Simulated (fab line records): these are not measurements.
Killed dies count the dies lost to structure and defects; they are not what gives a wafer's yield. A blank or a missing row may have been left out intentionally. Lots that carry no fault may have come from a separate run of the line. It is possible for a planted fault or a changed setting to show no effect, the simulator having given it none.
A lot that was struck, set against a sound lot + flow sky130 + 17 steps out of a route of 708
Sound: these wafers, L673.1, L673.2, L673.3. Wafers struck: L681.1, L681.2, L681.4. The cause is named last.
Per side, at each step with rows, come the tool, then ch with its chambers, and then its first start. Under that, the readings that differ: sound wafers + struck wafers + difference of the means + sigmas: that difference in standard deviations of wafers without a fault.
alike: same words and numbers on both sides, and readings whose means sit less than 2 such deviations apart. not compared: any withheld reading, any reading some wafer has no value for, any bound like >300 that may hide the same value, and any number with overlapping values for which the record gives no deviation.
Wherever a step has rows on one side only, a row that says differs or no value, or a row with sigmas, the two part there. Numbers that have no deviation but don't overlap get no sigmas and don't part them. Lack of a reading on every wafer of one side parts them only where that side has two or more wafers.

SKY_VT_ADJUST_HVTR_OVL_MEAS_08:
  sound: overlay-01 at day 10 21:33; struck: overlay-01 at day 13 11:47
| reading                 | sound       | struck        | difference | sigmas |
|-------------------------|-------------|---------------|------------|--------|
| VT_ADJUST_HVTR_OVL (nm) | 1.9 2.5 2.4 | -1.1 0.2 -3.0 | -3.6       | -2     |
then, 1 step without rows for these wafers: SKY_VT_ADJUST_HVTR_IMPLANT_09.
SKY_VT_ADJUST_HVTR_STRIP_10: strips in O2/N2.
  sound on plasmaAsher-04 ch 0,1, day 10 21:44; struck on plasmaAsher-04 ch 0,1, day 13 11:59
| reading                  | sound             | struck            | difference | sigmas |
|--------------------------|-------------------|-------------------|------------|--------|
| oesProductAu (a.u.)      | 0.712 0.715 0.712 | 0.729 0.725 0.720 | +0.012     | +2     |
| stripTimeToEndpointS (s) | 14.13 14.14 14.10 | 14.22 14.18 14.17 | +0.07      | +2     |
  alike: drypumpMotorCurrentA
  not compared: rfHoursCounterH
SKY_VT_ADJUST_HVTR_TW_MEAS_11:
  sound: filmMetro-03 at day 10 21:50; struck: filmMetro-02 at day 13 12:05
  alike: VT_ADJUST_HVTR_TW
then, 7 steps without rows for these wafers: SKY_VT_ADJUST_PCH_DEHYDRATE_00 (time 60 s); SKY_VT_ADJUST_PCH_HMDS_01 (prime time 60 s); SKY_VT_ADJUST_PCH_COAT_02 (resist thk 3000 nm); SKY_VT_ADJUST_PCH_SOFTBAKE_03; SKY_VT_ADJUST_PCH_EXPOSE_04 (exposes mask NWM, target cd 840 nm); SKY_VT_ADJUST_PCH_PEB_05; SKY_VT_ADJUST_PCH_DEVELOP_06 (develop time 60 s).
SKY_VT_ADJUST_PCH_OVL_MEAS_07:
  sound: overlay-01 at day 11 20:26; struck: overlay-01 at day 14 14:04
  alike: VT_ADJUST_PCH_OVL
SKY_VT_ADJUST_PCH_IMPLANT_08:
  sound on implanter-02 ch 0, day 11 20:29; struck on implanter-02 ch 0, day 14 14:06
| reading          | sound                         | struck                       | difference | sigmas      |
|------------------|-------------------------------|------------------------------|------------|-------------|
| beamEnergyKeV    | 10.004 10.006 10.003          | 9.994 9.998 9.997            | -0.008     | -2          |
| doseIonsCm2      | 5.007e+11 5.006e+11 5.003e+11 | 6.666e+11 6.664e+11 6.66e+11 | +1.658e+11 | +99 or more |
| faradayCurrentUA | 2.75 2.88 2.74                | 3.75 3.92 3.73               | +1.01      | +17         |
SKY_VT_ADJUST_PCH_STRIP_09: strips in O2/N2.
  sound on plasmaAsher-02 ch 0,1, day 11 20:38; struck on plasmaAsher-03 ch 0,1, day 14 14:15
  alike: drypumpMotorCurrentA, oesProductAu, stripTimeToEndpointS
  not compared: rfHoursCounterH
SKY_VT_ADJUST_PCH_TW_MEAS_10:
  sound: filmMetro-01 at day 11 20:44; struck: filmMetro-02 at day 14 14:21
| reading          | sound             | struck            | difference | sigmas |
|------------------|-------------------|-------------------|------------|--------|
| VT_ADJUST_PCH_TW | 142.6 142.8 142.3 | 154.3 153.5 153.7 | +11.3      | +17    |
then, 1 step without rows for these wafers: SKY_SONOS_TUNNEL_DEHYDRATE_00 (time 60 s).
-- the record jumps here: 34 days lie between the struck wafers' starts before and after (it left off in module SONOS_TUNNEL and takes up again in module PAD_OPEN, whose first step shown is number 708 of the route) --
SKY_PAD_OPEN_PROBE_99:
  sound: prober-01 at day 46 22:31; struck: prober-01 at day 49 00:13
| reading                               | sound                   | struck                  | difference | sigmas |
|---------------------------------------|-------------------------|-------------------------|------------|--------|
| model.etest.pfetG5v0d10v5.driveUaUm   | 338.3 339.3 344.7       | 344.9 348.6 351         | +7.4       |        |
| model.etest.pfet_01v8_lvt.driveUaUm   | 175.7 175.2 174.8       | 181.2 181.2 181.8       | +6.2       |        |
| model.etest.pfetG5v0d10v5.offLog10AUm | -12.74 -12.76 -12.36    | -11.75 -11.33 -11.5     | +1.09      |        |
| model.etest.pfet_01v8_lvt.offLog10AUm | -9.084 -9.124 -9.138    | -8.256 -8.13 -8.233     | +0.909     |        |
| model.etest.pfetG5v0d10v5.vtSatV (V)  | -0.6608 -0.6692 -0.6179 | -0.5468 -0.5039 -0.5291 | +0.1227    |        |
| model.etest.pfet_16v.vtV (V)          | -1.105 -1.111 -1.102    | -1.022 -1.022 -1.018    | +0.085     |        |
| model.etest.pfetG5v0d10v5.vtV (V)     | -0.8466 -0.8598 -0.8083 | -0.7569 -0.7169 -0.7444 | +0.0988    |        |
| model.etest.pfetG5v0d10v5.vtLongV (V) | -0.9308 -0.9356 -0.9277 | -0.8542 -0.8588 -0.8511 | +0.0767    |        |
  alike: killed_at_M0_to_M3, killed_at_M4_up, killedAtContacts, killedAtFrontEnd, killedAtOther, killedDies, killedOpen, killedShort

== WHERE THEY PART ==
Last at SKY_VT_ADJUST_PCH_TW_MEAS_10 as far as this record goes, first at SKY_VT_ADJUST_HVTR_OVL_MEAS_08. Later steps at which nothing parts them and some readings are alike: SKY_PAD_OPEN_PROBE_99.

WHY: whatever the simulator had introduced
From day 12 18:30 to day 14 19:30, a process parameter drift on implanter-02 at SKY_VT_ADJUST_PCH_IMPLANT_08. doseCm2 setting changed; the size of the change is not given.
